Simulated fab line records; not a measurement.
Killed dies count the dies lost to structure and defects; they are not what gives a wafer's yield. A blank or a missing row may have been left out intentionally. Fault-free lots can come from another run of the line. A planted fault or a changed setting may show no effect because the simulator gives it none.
fab line records ; flow sky130
[record] lots = 12; wafers = 36; lastDay = 50
route steps=708 shown LDD_HVN@274 POLY_CUT@316 PAD_OPEN@708
lots that met no fault: taken from a fault-free run of the same line
startH: hours from the record's opening day to when the first of the lot's shown wafers began ; waitH: time in hours since the lot's previous step ; " same as the row above ; L1.1+2: several wafers, shown together as one row ; - value missing, or start not given ; * or withheld: withheld ; < > ~ a bound
route shown NAME@n: names a module that has steps shown in the file, with the first one's number in the route ; usual: average and standard deviation across the fault-free wafers ; same: alike in all rows ; chamber/n: place in a boat ; sites: per-site readings ; _std_site: their standard deviation ; _edge_site: outer sites' mean less inner sites' ; radiusMm: how far each site lies from the wafer's centre ; mask NAME#n: copy n ; behind: the tool/chamber that last shaped the wafer ; hold: cause of the lot's hold/its duration in hours/its outcome ; device: which transistor (n, p or np) failed to switch ; end of line: the same wafers' tests at the end of the route ; where a step has no rows: the recipe by itself ; killed: dies that structure and defects cost at the first sort, which is not the same as the wafer's yield ; map: per-die view of a wafer (x killed, . not killed, _ where there is no die)
set.NAME: the setting that was run; set.NAME@STEP: the one run at that earlier step ; model.NAME: the simulator's own value behind a step, which no gauge read
one table for each step of the route and one row for each wafer, over a sample of lots
services: the hour from which a tool's chamber was out of use, counted from the record's first day as startH (under 0 if before that day), plus the number of hours and why
[[steps]]
[step SKY_LDD_HVN_OVL_MEAS_07]
[usual] LDD_HVN_OVL = -0.9/1.5
lot.wafer;tool;chamber;startH;waitH;LDD_HVN_OVL[nm]
L696.2;overlay-01;-;456.40;0.1;-0.9
L696.3;overlay-01;-;456.40;0.1;-2.3
L696.6;overlay-01;-;456.40;0.1;-1.1
L697.1;overlay-01;-;468.46;0.1;-0.1
L697.5;overlay-01;-;468.46;0.1;-0.6
L697.6;overlay-01;-;468.46;0.1;-0.2
L698.1;overlay-01;-;475.89;0.1;-3.0
L698.4;overlay-01;-;475.89;0.1;-1.3
L698.5;overlay-01;-;475.89;0.1;-2.1
L699.4;overlay-01;-;492.71;0.1;1.4
L699.5;overlay-01;-;492.71;0.1;1.0
L699.6;overlay-01;-;492.71;0.1;1.8
L700.1;overlay-01;-;502.29;0.1;0.3
L700.2;overlay-01;-;502.29;0.1;-0.4
L700.3;overlay-01;-;502.29;0.1;1.4
L701.4;overlay-02;-;509.96;0.1;-4.7
L701.5;overlay-02;-;509.96;0.1;-3.3
L701.6;overlay-02;-;509.96;0.1;-2.3
L702.1;overlay-02;-;513.19;0.1;-1.3
L702.3;overlay-02;-;513.19;0.1;0.8
L702.6;overlay-02;-;513.19;0.1;0.8
L704.1;overlay-01;-;542.21;0.1;-1.3
L704.3;overlay-01;-;542.21;0.1;-0.4
L704.6;overlay-01;-;542.21;0.1;1.4
L710.1;overlay-01;-;586.39;0.1;-3.0
L710.2;overlay-01;-;586.39;0.1;-0.9
L710.3;overlay-01;-;586.39;0.1;-2.2
L711.1;overlay-02;-;592.34;0.1;-2.0
L711.5;overlay-02;-;592.34;0.1;-3.0
L711.6;overlay-02;-;592.34;0.1;-1.4
L713.1;overlay-01;-;617.29;0.1;0.4
L713.4;overlay-01;-;617.29;0.1;2.0
L713.6;overlay-01;-;617.29;0.1;-0.3
L717.3;overlay-02;-;639.56;0.1;0.5
L717.5;overlay-02;-;639.56;0.1;2.3
L717.6;overlay-02;-;639.56;0.1;1.3
[step SKY_POLY_CUT_OVL_MEAS_09]
[usual] POLY_CUT_OVL = 1/6
lot.wafer;tool;chamber;startH;waitH;POLY_CUT_OVL[nm]
L696.2;overlay-01;-;552.52;0.1;-3
L696.3;overlay-01;-;552.52;0.1;1
L696.6;overlay-01;-;552.52;0.1;-8
L697.1;overlay-01;-;567.16;0.1;-3
L697.5;overlay-01;-;567.16;0.1;-10
L697.6;overlay-01;-;567.16;0.1;2
L698.1;overlay-02;-;570.26;0.1;-1
L698.4;overlay-02;-;570.26;0.1;9
L698.5;overlay-02;-;570.26;0.1;-1
L699.4;overlay-01;-;586.17;0.1;-10
L699.5;overlay-01;-;586.17;0.1;-5
L699.6;overlay-01;-;586.17;0.1;-7
L700.1;overlay-02;-;595.26;0.1;-6
L700.2;overlay-02;-;595.26;0.1;6
L700.3;overlay-02;-;595.26;0.1;7
L701.4;overlay-02;-;601.32;0.1;12
L701.5;overlay-02;-;601.32;0.1;11
L701.6;overlay-02;-;601.32;0.1;11
L702.1;overlay-01;-;604.66;0.1;4
L702.3;overlay-01;-;604.66;0.1;-1
L702.6;overlay-01;-;604.66;0.1;8
L704.1;overlay-01;-;632.86;0.1;13
L704.3;overlay-01;-;632.86;0.1;5
L704.6;overlay-01;-;632.86;0.1;4
L710.1;overlay-01;-;675.96;0.1;-1
L710.2;overlay-01;-;675.96;0.1;2
L710.3;overlay-01;-;675.96;0.1;4
L711.1;overlay-01;-;681.21;0.1;0
L711.5;overlay-01;-;681.21;0.1;-2
L711.6;overlay-01;-;681.21;0.1;4
L713.1;overlay-01;-;704.51;0.1;3
L713.4;overlay-01;-;704.51;0.1;5
L713.6;overlay-01;-;704.51;0.1;9
L717.3;overlay-02;-;727.01;0.1;12
L717.5;overlay-02;-;727.01;0.1;1
L717.6;overlay-02;-;727.01;0.1;1
[step SKY_POLY_CUT_ETCH_10]
[recipe] chemistry = N2/H2; target = BARC; ionEnergyEv = 200; sourceW = 500; biasW = 100; pressureMtorr = 30; n2FlowSccm = 100; h2FlowSccm = 200; stopOn = SiO2; timeS = 45.9; targetDepthA = 600
[usual] drypumpMotorCurrentA = 5.7/0.54; oesProductAu = 0.855/0.0044; throttleValvePct = 13.225/0.0088
[same] timeS = 45.9
lot.wafer;tool;chamber;startH;waitH;drypumpMotorCurrentA;oesProductAu;rfHoursCounterH;throttleValvePct
L696.2;rieDiel-01;2;552.55;0.0;5.1;0.862;3;13.240
L696.3;rieDiel-01;0;552.55;0.0;5.8;0.857;71;13.237
L696.6;rieDiel-01;0;552.55;0.0;5.8;0.853;-;13.230
L697.1;rieDiel-02;1;567.20;0.0;5.2;0.855;8;13.226
L697.5;rieDiel-02;0;567.20;0.0;5.2;0.860;-;13.238
L697.6;rieDiel-02;1;567.20;0.0;5.2;0.851;-;13.238
L698.1;rieDiel-02;2;570.30;0.0;6.1;0.856;10;13.218
L698.4;rieDiel-02;1;570.30;0.0;5.2;0.850;8;13.223
L698.5;rieDiel-02;0;570.30;0.0;5.2;0.843;-;13.237
L699.4;rieDiel-02;1;586.18;0.0;5.2;0.854;8;13.218
L699.5;rieDiel-02;3;586.18;0.0;5.5;0.860;-;13.226
L699.6;rieDiel-02;0;586.18;0.0;5.2;0.841;-;13.233
L700.1;rieDiel-04;0;595.30;0.0;5.9;0.854;1;13.226
L700.2;rieDiel-04;2;595.30;0.0;6.4;0.854;10;13.226
L700.3;rieDiel-04;1;595.30;0.0;6.3;0.852;9;13.227
L701.4;rieDiel-01;0;601.33;0.0;5.8;0.855;0;13.221
L701.5;rieDiel-01;0;601.33;0.0;5.8;0.851;-;13.218
L701.6;rieDiel-01;3;601.33;0.0;4.8;0.854;-;13.233
L702.1;rieDiel-02;0;604.70;0.0;5.1;0.854;34;13.224
L702.3;rieDiel-02;2;604.70;0.0;6.1;0.853;10;13.236
L702.6;rieDiel-02;2;604.70;0.0;6.0;0.856;-;13.221
L704.1;rieDiel-04;0;632.90;0.0;5.9;0.853;2;13.215
L704.3;rieDiel-04;2;632.90;0.0;6.4;0.853;10;13.237
L704.6;rieDiel-04;2;632.90;0.0;6.4;0.847;-;13.221
L710.1;rieDiel-02;0;676.00;0.0;5.2;0.859;36;13.214
L710.2;rieDiel-02;2;676.00;0.0;6.0;0.859;12;13.233
L710.3;rieDiel-02;3;676.00;0.0;5.5;0.854;21;13.227
L711.1;rieDiel-04;3;681.25;0.0;6.3;0.862;17;13.224
L711.5;rieDiel-04;0;681.25;0.0;5.9;0.854;-;13.207
L711.6;rieDiel-04;3;681.25;0.0;6.3;0.859;-;13.221
L713.1;rieDiel-01;0;704.55;0.0;5.8;0.851;2;13.221
L713.4;rieDiel-01;1;704.55;0.0;4.9;0.851;-;13.237
L713.6;rieDiel-01;2;704.55;0.0;5.1;0.855;-;13.237
L717.3;rieDiel-02;0;727.03;0.0;5.2;0.860;38;13.224
L717.5;rieDiel-02;1;727.03;0.0;5.2;0.863;-;13.228
L717.6;rieDiel-02;0;727.03;0.0;5.2;0.856;-;13.226
[step SKY_POLY_CUT_STRIP_12]
[recipe] chemistry = O2/N2; powerW = 1400; pressureMtorr = 1500; platenTempC = withheld; o2FlowSccm = 3000; n2FlowSccm = 300; overashFraction = 0.5
[usual] chamberPressureMTorr = 1499.9/1.4; drypumpMotorCurrentA = 5.6/0.39; oesProductAu = 0.452/0.0055; overashFraction = 0.5/0; stripTimeToEndpointS = 5.360/0.019
lot.wafer;tool;chamber;startH;waitH;chamberPressureMTorr;drypumpMotorCurrentA;oesProductAu;overashFraction;rfHoursCounterH;stripTimeToEndpointS
L696.2;plasmaAsher-01;0;552.63;0.0;1499.7;5.4;0.443;0.5;12;5.382
L696.3;plasmaAsher-01;1;552.63;0.0;1502.3;5.5;0.448;0.5;-;5.359
L696.6;plasmaAsher-01;1;552.63;0.0;1499.6;5.5;0.452;0.5;-;5.374
L697.1;plasmaAsher-01;1;567.28;0.0;1499.1;5.5;0.463;0.5;14;5.346
L697.5;plasmaAsher-01;1;567.28;0.0;1500.4;5.5;0.456;0.5;-;5.348
L697.6;plasmaAsher-01;0;567.28;0.0;1499.9;5.4;0.465;0.5;-;5.380
L698.1;plasmaAsher-04;0;570.38;0.0;1497.7;5.6;0.451;0.5;77;5.311
L698.4;plasmaAsher-04;0;570.38;0.0;1499.1;5.6;0.445;0.5;-;5.305
L698.5;plasmaAsher-04;1;570.38;0.0;1498.9;6.3;0.453;0.5;-;5.319
L699.4;plasmaAsher-02;0;586.30;0.1;1498.4;5.3;0.453;0.5;-;5.373
L699.5;plasmaAsher-02;1;586.30;0.1;1503.3;6.1;0.449;0.5;-;5.350
L699.6;plasmaAsher-02;0;586.30;0.1;1499.8;5.2;0.456;0.5;-;5.358
L700.1;plasmaAsher-01;1;595.38;0.0;-;-;-;-;-;-
L700.2;plasmaAsher-01;0;595.38;0.0;-;-;-;-;-;-
L700.3;plasmaAsher-01;1;595.38;0.0;-;-;-;-;-;-
L701.4;plasmaAsher-04;0;601.45;0.1;-;-;-;-;-;-
L701.5;plasmaAsher-04;1;601.45;0.1;-;-;-;-;-;-
L701.6;plasmaAsher-04;0;601.45;0.1;-;-;-;-;-;-
L702.1;plasmaAsher-04;0;604.78;0.0;1500.3;5.6;0.461;0.5;80;5.348
L702.3;plasmaAsher-04;0;604.78;0.0;1499.0;5.6;0.452;0.5;-;5.332
L702.6;plasmaAsher-04;1;604.78;0.0;1499.4;6.3;0.444;0.5;-;5.336
L704.1;plasmaAsher-04;1;632.98;0.0;1500.0;6.3;0.457;0.5;82;5.352
L704.3;plasmaAsher-04;0;632.98;0.0;1500.1;5.6;0.453;0.5;-;5.338
L704.6;plasmaAsher-04;1;632.98;0.0;1497.3;6.3;0.460;0.5;-;5.357
L710.1;plasmaAsher-01;0;676.08;0.0;1501.1;5.4;0.455;0.5;25;5.358
L710.2;plasmaAsher-01;1;676.08;0.0;1499.2;5.5;0.445;0.5;25;5.360
L710.3;plasmaAsher-01;0;676.08;0.0;1499.0;5.3;0.456;0.5;-;5.369
L711.1;plasmaAsher-01;1;681.33;0.0;1500.9;5.5;0.455;0.5;25;5.419
L711.5;plasmaAsher-01;1;681.33;0.0;1501.2;5.5;0.467;0.5;-;5.374
L711.6;plasmaAsher-01;0;681.33;0.0;1497.9;5.3;0.456;0.5;-;5.366
L713.1;plasmaAsher-01;1;704.63;0.0;1500.9;5.5;0.450;0.5;27;5.356
L713.4;plasmaAsher-01;1;704.63;0.0;1499.1;5.5;0.453;0.5;-;5.381
L713.6;plasmaAsher-01;1;704.63;0.0;1501.9;5.5;0.444;0.5;-;5.362
L717.3;plasmaAsher-02;0;727.15;0.1;1501.5;5.2;0.450;0.5;-;5.323
L717.5;plasmaAsher-02;0;727.15;0.1;1501.2;5.2;0.451;0.5;-;5.334
L717.6;plasmaAsher-02;1;727.15;0.1;1500.2;6.1;0.454;0.5;-;5.345
[step SKY_PAD_OPEN_PROBE_99]
[usual] killed_at_M0_to_M3 = 44/6.3; killed_at_M4_up = 3.1/2; killedAtContacts = 24/4.8; killedAtFrontEnd = 15/4.6; killedAtOther = 0.2/0.51; killedDies = 87/8.4; killedOnRim = 17/3.9; killedOpen = 48/6.4; killedShort = 39/5.9
[same] grossDies = 492; killedAtBackSide = 0
lot.wafer;tool;chamber;startH;waitH;killed_at_M0_to_M3;killed_at_M4_up;killedAtContacts;killedAtFrontEnd;killedAtOther;killedDies;killedOnRim;killedOpen;killedShort
L696.2;prober-02;-;1070.57;0.1;39;7;19;9;0;74;12;45;29
L696.3;prober-02;-;1070.62;0.2;42;4;25;14;1;86;20;48;38
L696.6;prober-02;-;1070.77;0.2;49;3;14;15;0;81;19;47;34
L697.1;prober-01;-;1080.86;0.1;46;7;24;16;0;93;13;50;43
L697.5;prober-01;-;1081.06;0.2;45;8;24;16;0;93;23;50;43
L697.6;prober-01;-;1081.11;0.2;42;3;21;19;0;85;11;46;39
L698.1;prober-02;-;1082.36;0.1;42;3;26;11;0;82;12;53;29
L698.4;prober-02;-;1082.51;0.2;47;4;19;15;1;86;19;39;47
L698.5;prober-02;-;1082.56;0.2;51;1;26;13;1;92;13;60;32
L699.4;prober-01;-;1097.54;0.2;44;2;20;16;0;82;14;49;33
L699.5;prober-01;-;1097.59;0.2;41;5;15;25;0;86;14;45;41
L699.6;prober-01;-;1097.64;0.2;36;6;21;21;0;84;17;51;33
L700.1;prober-02;-;1099.95;0.1;31;5;23;432;1;492;96;37;38
L700.2;prober-02;-;1100.00;0.1;28;4;29;431;0;492;96;37;42
L700.3;prober-02;-;1100.05;0.2;38;2;31;421;0;492;96;56;33
L701.4;prober-01;-;1102.66;0.2;31;3;24;432;2;492;96;42;27
L701.5;prober-01;-;1102.71;0.2;42;5;27;418;0;492;96;52;39
L701.6;prober-01;-;1102.76;0.2;36;4;20;431;1;492;96;38;34
L702.1;prober-02;-;1104.48;0.1;48;3;21;14;0;86;19;59;27
L702.3;prober-02;-;1104.58;0.2;42;5;21;15;0;83;16;42;41
L702.6;prober-02;-;1104.73;0.2;48;5;27;8;0;88;17;58;30
L704.1;prober-02;-;1128.36;0.1;52;4;30;17;0;103;20;55;48
L704.3;prober-02;-;1128.46;0.2;51;3;21;14;0;89;16;49;40
L704.6;prober-02;-;1128.61;0.2;51;4;20;18;2;95;21;56;39
L710.1;prober-02;-;1154.45;0.1;48;6;25;15;0;94;20;54;40
L710.2;prober-02;-;1154.50;0.1;55;2;17;16;0;90;12;43;47
L710.3;prober-02;-;1154.55;0.2;43;0;21;14;0;78;19;40;38
L711.1;prober-01;-;1158.63;0.1;39;1;23;15;0;78;11;46;32
L711.5;prober-01;-;1158.83;0.2;44;5;25;17;0;91;18;59;32
L711.6;prober-01;-;1158.88;0.2;44;5;27;17;0;93;20;57;36
L713.1;prober-02;-;1177.05;0.1;36;0;27;14;2;79;16;39;40
L713.4;prober-02;-;1177.20;0.2;43;0;33;11;0;87;15;50;37
L713.6;prober-02;-;1177.30;0.2;45;3;34;13;0;95;16;56;39
L717.3;prober-01;-;1188.69;0.2;40;3;22;21;1;87;24;52;35
L717.5;prober-01;-;1188.79;0.2;48;4;26;27;0;105;20;54;51
L717.6;prober-01;-;1188.84;0.2;40;2;24;6;0;72;16;44;28
// killed by level:class
L696.2 CONTACT:geometricParticle:open=10 VIA1:geometricParticle:open=10 VIA3:geometricParticle:open=7 METAL2:geometricParticle:short=5 VIA2:geometricParticle:open=5 METAL1:geometricParticle:short=4 VIA2:geometricParticle:short=4 METAL4:geometricParticle:short=4
L696.3 VIA1:geometricParticle:open=13 LI_CONTACT:geometricParticle:open=8 CONTACT:geometricParticle:open=7 VIA3:geometricParticle:open=6 METAL1:geometricParticle:short=6 FIELD_ISO:geometricParticle:open=5 LI_CONTACT:geometricParticle:short=5 METAL2:geometricParticle:short=5
L696.6 VIA1:geometricParticle:open=14 VIA3:geometricParticle:open=8 LI_CONTACT:geometricParticle:open=5 VIA2:geometricParticle:open=4 METAL1:geometricParticle:short=4 VIA3:geometricParticle:short=4 FIELD_ISO:geometricParticle:open=3 FIELD_ISO:geometricParticle:short=3
L697.1 VIA1:geometricParticle:open=13 CONTACT:geometricParticle:open=9 VIA1:geometricParticle:short=8 FIELD_ISO:geometricParticle:open=6 VIA2:geometricParticle:open=5 METAL3:geometricParticle:short=5 METAL4:geometricParticle:short=5 FIELD_ISO:geometricParticle:short=4
L697.5 VIA1:geometricParticle:open=9 VIA2:geometricParticle:open=9 LI_CONTACT:geometricParticle:open=8 FIELD_ISO:geometricParticle:short=6 CONTACT:geometricParticle:open=6 VIA3:geometricParticle:open=6 METAL4:geometricParticle:short=6 FIELD_ISO:geometricParticle:open=5
L697.6 VIA1:geometricParticle:open=14 FIELD_ISO:geometricParticle:open=7 CONTACT:geometricParticle:open=7 FIELD_ISO:geometricParticle:short=6 VIA1:geometricParticle:short=6 VIA2:geometricParticle:open=6 VIA3:geometricParticle:open=6 LOCAL_INTERCONNECT:geometricParticle:short=5
L698.1 VIA1:geometricParticle:open=13 CONTACT:geometricParticle:open=9 LI_CONTACT:geometricParticle:open=6 POLY_GATE:geometricParticle:open=5 VIA3:geometricParticle:open=5 METAL2:geometricParticle:short=5 LOCAL_INTERCONNECT:geometricParticle:open=4 LOCAL_INTERCONNECT:geometricParticle:short=4
L698.4 METAL1:geometricParticle:short=9 LI_CONTACT:geometricParticle:open=8 VIA1:geometricParticle:open=8 VIA2:geometricParticle:open=7 CONTACT:geometricParticle:open=6 METAL2:geometricParticle:short=6 VIA2:geometricParticle:short=5 VIA1:geometricParticle:short=5
L698.5 VIA1:geometricParticle:open=12 LI_CONTACT:geometricParticle:open=11 VIA2:geometricParticle:open=10 CONTACT:geometricParticle:open=9 VIA3:geometricParticle:open=9 FIELD_ISO:geometricParticle:short=6 METAL1:geometricParticle:short=5 METAL2:geometricParticle:short=4
L699.4 CONTACT:geometricParticle:open=10 METAL2:geometricParticle:short=8 VIA2:geometricParticle:open=8 VIA3:geometricParticle:open=7 VIA1:geometricParticle:open=7 LI_CONTACT:geometricParticle:open=6 VIA2:geometricParticle:short=6 FIELD_ISO:geometricParticle:short=5
L699.5 FIELD_ISO:geometricParticle:open=10 METAL1:geometricParticle:short=8 VIA1:geometricParticle:open=8 VIA3:geometricParticle:open=6 POLY_GATE:geometricParticle:open=5 CONTACT:geometricParticle:open=5 VIA3:geometricParticle:short=5 POLY_GATE:geometricParticle:short=4
L699.6 CONTACT:geometricParticle:open=9 VIA3:geometricParticle:open=8 FIELD_ISO:geometricParticle:short=6 VIA2:geometricParticle:open=6 FIELD_ISO:geometricParticle:open=5 POLY_GATE:geometricParticle:open=5 VIA1:geometricParticle:open=5 LI_CONTACT:geometricParticle:open=4
L700.1 SD_P:areaStrip=417 CONTACT:geometricParticle:open=11 METAL2:geometricParticle:short=7 VIA3:geometricParticle:open=7 FIELD_ISO:geometricParticle:short=6 CONTACT:geometricParticle:short=5 POLY_GATE:geometricParticle:open=4 VIA2:geometricParticle:short=4
L700.2 SD_P:areaStrip=413 LI_CONTACT:geometricParticle:open=8 CONTACT:geometricParticle:open=7 FIELD_ISO:geometricParticle:short=6 LOCAL_INTERCONNECT:geometricParticle:short=6 VIA2:geometricParticle:open=6 LI_CONTACT:geometricParticle:short=4 METAL1:geometricParticle:short=4
L700.3 SD_P:areaStrip=403 CONTACT:geometricParticle:open=17 VIA1:geometricParticle:open=12 POLY_GATE:geometricParticle:open=5 LOCAL_INTERCONNECT:geometricParticle:short=5 VIA3:geometricParticle:open=5 FIELD_ISO:geometricParticle:short=4 FIELD_ISO:geometricParticle:open=4
L701.4 SD_P:areaStrip=423 VIA1:geometricParticle:open=9 VIA3:geometricParticle:open=6 LI_CONTACT:geometricParticle:open=5 CONTACT:geometricParticle:short=5 LOCAL_INTERCONNECT:geometricParticle:short=5 CONTACT:geometricParticle:open=5 POLY_GATE:geometricParticle:open=4
L701.5 SD_P:areaStrip=401 LI_CONTACT:geometricParticle:open=10 VIA3:geometricParticle:open=10 CONTACT:geometricParticle:open=9 FIELD_ISO:geometricParticle:open=7 VIA1:geometricParticle:short=6 METAL1:geometricParticle:short=6 VIA1:geometricParticle:open=5
L701.6 SD_P:areaStrip=420 VIA1:geometricParticle:open=9 VIA3:geometricParticle:open=8 LI_CONTACT:geometricParticle:open=5 CONTACT:geometricParticle:short=5 CONTACT:geometricParticle:open=5 FIELD_ISO:geometricParticle:short=4 LOCAL_INTERCONNECT:geometricParticle:short=4
L702.1 VIA1:geometricParticle:open=11 CONTACT:geometricParticle:open=9 VIA3:geometricParticle:open=9 VIA2:geometricParticle:open=7 LI_CONTACT:geometricParticle:open=6 FIELD_ISO:geometricParticle:open=5 METAL1:geometricParticle:short=5 METAL2:geometricParticle:short=4
L702.3 VIA1:geometricParticle:open=12 LI_CONTACT:geometricParticle:open=7 VIA1:geometricParticle:short=6 VIA3:geometricParticle:open=6 CONTACT:geometricParticle:open=5 METAL4:geometricParticle:short=5 FIELD_ISO:geometricParticle:short=4 POLY_GATE:geometricParticle:open=4
L702.6 VIA1:geometricParticle:open=12 VIA3:geometricParticle:open=12 LI_CONTACT:geometricParticle:open=11 CONTACT:geometricParticle:open=9 VIA1:geometricParticle:short=5 METAL2:geometricParticle:open=4 METAL4:geometricParticle:short=4 VIA2:geometricParticle:open=4
L704.1 CONTACT:geometricParticle:open=12 VIA1:geometricParticle:open=12 METAL1:geometricParticle:short=11 LI_CONTACT:geometricParticle:open=9 VIA1:geometricParticle:short=7 POLY_GATE:geometricParticle:short=5 VIA2:geometricParticle:open=5 LOCAL_INTERCONNECT:geometricParticle:short=4
L704.3 VIA1:geometricParticle:open=13 VIA3:geometricParticle:open=7 LI_CONTACT:geometricParticle:open=7 VIA2:geometricParticle:open=7 VIA1:geometricParticle:short=7 POLY_GATE:geometricParticle:open=5 METAL1:geometricParticle:short=5 FIELD_ISO:geometricParticle:open=4
L704.6 VIA1:geometricParticle:open=11 FIELD_ISO:geometricParticle:open=9 VIA2:geometricParticle:open=9 METAL1:geometricParticle:short=8 VIA2:geometricParticle:short=7 LI_CONTACT:geometricParticle:open=7 FIELD_ISO:geometricParticle:short=5 CONTACT:geometricParticle:open=5
L710.1 CONTACT:geometricParticle:open=15 VIA1:geometricParticle:open=8 VIA3:geometricParticle:open=7 METAL1:geometricParticle:short=6 LI_CONTACT:geometricParticle:open=5 VIA2:geometricParticle:short=5 VIA2:geometricParticle:open=5 METAL2:geometricParticle:short=5
L710.2 METAL1:geometricParticle:short=9 VIA2:geometricParticle:open=8 VIA3:geometricParticle:open=6 VIA2:geometricParticle:short=6 POLY_GATE:geometricParticle:open=5 CONTACT:geometricParticle:short=5 VIA1:geometricParticle:open=5 CONTACT:geometricParticle:open=4
L710.3 CONTACT:geometricParticle:open=9 VIA1:geometricParticle:open=8 VIA2:geometricParticle:short=5 LI_CONTACT:geometricParticle:open=5 LOCAL_INTERCONNECT:geometricParticle:short=5 METAL1:geometricParticle:short=5 FIELD_ISO:geometricParticle:short=4 METAL2:geometricParticle:short=4
L711.1 VIA1:geometricParticle:open=10 CONTACT:geometricParticle:open=9 FIELD_ISO:geometricParticle:short=7 LI_CONTACT:geometricParticle:open=7 METAL1:geometricParticle:open=5 METAL1:geometricParticle:short=4 METAL2:geometricParticle:short=4 VIA3:geometricParticle:open=4
L711.5 CONTACT:geometricParticle:open=10 VIA1:geometricParticle:open=10 LI_CONTACT:geometricParticle:open=7 VIA2:geometricParticle:open=7 FIELD_ISO:geometricParticle:open=6 CONTACT:geometricParticle:short=5 METAL1:geometricParticle:open=5 VIA3:geometricParticle:short=5
L711.6 VIA1:geometricParticle:open=13 LI_CONTACT:geometricParticle:open=10 CONTACT:geometricParticle:open=8 POLY_GATE:geometricParticle:open=7 VIA2:geometricParticle:open=6 VIA1:geometricParticle:short=5 METAL3:geometricParticle:short=5 VIA3:geometricParticle:open=5
L713.1 CONTACT:geometricParticle:open=10 VIA1:geometricParticle:open=7 CONTACT:geometricParticle:short=6 LI_CONTACT:geometricParticle:open=5 METAL1:geometricParticle:short=5 VIA1:geometricParticle:short=5 METAL2:geometricParticle:short=5 FIELD_ISO:geometricParticle:open=4
L713.4 CONTACT:geometricParticle:open=15 VIA1:geometricParticle:open=9 VIA1:geometricParticle:short=8 LI_CONTACT:geometricParticle:open=7 VIA3:geometricParticle:open=7 VIA2:geometricParticle:open=6 LI_CONTACT:geometricParticle:short=5 POLY_GATE:geometricParticle:short=4
L713.6 VIA1:geometricParticle:open=13 LI_CONTACT:geometricParticle:short=10 LI_CONTACT:geometricParticle:open=10 CONTACT:geometricParticle:open=8 VIA2:geometricParticle:open=8 VIA1:geometricParticle:short=7 FIELD_ISO:geometricParticle:open=5 VIA3:geometricParticle:open=5
L717.3 VIA1:geometricParticle:open=13 CONTACT:geometricParticle:open=8 VIA3:geometricParticle:open=7 POLY_GATE:geometricParticle:open=6 FIELD_ISO:geometricParticle:open=5 LI_CONTACT:geometricParticle:open=5 LOCAL_INTERCONNECT:geometricParticle:short=5 FIELD_ISO:geometricParticle:short=4
L717.5 VIA1:geometricParticle:open=13 POLY_GATE:geometricParticle:short=9 VIA3:geometricParticle:open=9 CONTACT:geometricParticle:open=9 VIA1:geometricParticle:short=8 LOCAL_INTERCONNECT:geometricParticle:short=6 VIA2:geometricParticle:open=6 FIELD_ISO:geometricParticle:open=5
L717.6 VIA1:geometricParticle:open=10 CONTACT:geometricParticle:open=9 LI_CONTACT:geometricParticle:open=8 METAL1:geometricParticle:short=7 VIA3:geometricParticle:open=7 FIELD_ISO:geometricParticle:short=4 VIA2:geometricParticle:open=4 VIA3:geometricParticle:short=4
[[services]]
tool;chamber;startH;hours;kind
rieDiel-04;1;541.87;9.1;repair
rieDiel-01;1;547.00;-;clean
rieDiel-01;1;547.00;25.5;scheduledDown
rieDiel-01;1;547.00;25.5;ventCycle
rieDiel-02;2;562.37;3.8;repair
rieDiel-01;-;562.60;2.8;pm
rieDiel-01;-;566.10;1.1;repair
rieDiel-04;1;570.94;2.2;repair
rieDiel-02;2;587.67;14.8;repair
rieDiel-01;0;588.38;-;clean
rieDiel-01;0;588.38;12.9;scheduledDown
rieDiel-01;0;588.38;12.9;ventCycle
rieDiel-04;1;599.32;7.9;repair
plasmaAsher-04;-;622.60;6.4;pm
plasmaAsher-04;-;629.54;2.2;repair
rieDiel-04;3;631.58;29.8;repair
plasmaAsher-02;-;633.60;2.0;repair
rieDiel-04;0;641.52;21.9;repair
plasmaAsher-01;-;662.06;0.8;repair
rieDiel-02;1;673.18;30.8;repair
rieDiel-01;3;694.33;-;clean
rieDiel-01;3;694.33;33.1;scheduledDown
rieDiel-01;3;694.33;33.1;ventCycle
rieDiel-04;2;714.04;2.8;repair
[[key]]
[firstSign] step = SKY_POLY_CUT_STRIP_12; reading = toolRecord; direction = missing
[effect] step = SKY_PAD_OPEN_PROBE_99; reading = killedAtFrontEnd; direction = up; sigmas = 90; usual = 15; struck = 428
[moreKillsBornAt] SKY_POLY_CUT_STRIP_12@plasmaAsher-04 = 1244; SKY_POLY_CUT_STRIP_12@plasmaAsher-01 = 1233
metAt SKY_POLY_CUT_STRIP_12
struckLots L700,L701
laterRowsLeftOut L700.1,L700.2,L700.3,L701.4,L701.5,L701.6
testerLeftOut L700,L701
notActingAt SKY_LDD_HVN_OVL_MEAS_07,SKY_POLY_CUT_OVL_MEAS_09,SKY_POLY_CUT_ETCH_10
onsetBetween 570.38 595.38
[fault] kind = skippedStepWhole; tool = plasmaAsher-01,plasmaAsher-04; chamber = -; onsetH = 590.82; steps = SKY_POLY_CUT_STRIP_12; scope = struckLotsOnly
// testerLeftOut: of these lots the tester's yield and bins aren't shown, on N5 and GAA mostly nor the transistor test; their killed dies are dies lost to structure and defects alone, not to doping, threshold or leakage, so they don't give the yield
// laterRowsLeftOut: the simulator's readings of these wafers behind a module that went badly wrong aren't trusted and aren't shown, but for the sort
